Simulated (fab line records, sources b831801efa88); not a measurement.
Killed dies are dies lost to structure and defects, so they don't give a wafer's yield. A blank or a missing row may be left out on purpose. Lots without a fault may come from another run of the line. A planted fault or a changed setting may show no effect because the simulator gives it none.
Which tool did it? | flow gf180mcu | 7 lots, 21 wafers sampled, at 2 steps of a route of 602

WHAT THE GAUGES READ, wafer by wafer
GF_V1_THK_MEAS_03.
lot  | measured     | on            | V1_CVD_02_THK (nm)
L207 | day 17 10:13 | film_metro-02 | 850 858 870
L209 | day 18 02:08 | film_metro-02 | 851 853 868
L213 | day 20 03:59 | film_metro-03 | 844 859 872
L215 | day 20 15:58 | film_metro-04 | 844 860 875
L217 | day 21 07:16 | film_metro-04 | 846 851 860
L222 | day 23 02:22 | film_metro-04 | 854 853 838
L225 | day 23 23:08 | film_metro-04 | 859 1301 1325 859 1302 1324

WHICH TOOL RAN EACH LOT (tool, then ch and the chambers of the sampled wafers, then the start)
lot  | GF_V1_CVD_02
L207 | pecvd-02 ch 0,2, day 17 10:08
L209 | pecvd-04 ch 0,1, day 18 02:02
L213 | pecvd-02 ch 1,2, day 20 03:55
L215 | pecvd-01 ch 0,1,2, day 20 15:52
L217 | pecvd-01 ch 1,2, day 21 07:11
L222 | pecvd-01 ch 0,1,2, day 23 02:18
L225 | pecvd-04 ch 0,1, day 23 23:04
- GF_V1_CVD_02: deposits SiO2 from TEOS, target thk 850 nm, time 94.851 s.

THE ANSWER, worked out from the rows above alone
Rule: what is usual is taken from the lots themselves. Put in order of their means at a reading, lots are off if they are a third of the lots or fewer, leave a main group of 4 or more, and stand apart from it by a gap of 3 or more times the standard deviation of the main group's means; of several such gaps the widest counts. A main group whose means are all the same, to the digits that the tables above print for the reading, isn't used. A lot without any number at a reading at which 4 lots or more have one is off too. The other lots that the step has rows for count as sound.
Off: L225, at GF_V1_THK_MEAS_03 (V1_CVD_02_THK). The main group: mean 856 nm, standard deviation 4.2.
A tool fits if, at a process step before that reading, it ran every lot that is off, and no sound lot after the first of them. The gauges at GF_V1_THK_MEAS_03 are tried like those tools. Can't be told from this: 2 tools fit, pecvd-04 at GF_V1_CVD_02, film_metro-04 at GF_V1_THK_MEAS_03.

WHAT THE SIMULATOR HAD PUT IN
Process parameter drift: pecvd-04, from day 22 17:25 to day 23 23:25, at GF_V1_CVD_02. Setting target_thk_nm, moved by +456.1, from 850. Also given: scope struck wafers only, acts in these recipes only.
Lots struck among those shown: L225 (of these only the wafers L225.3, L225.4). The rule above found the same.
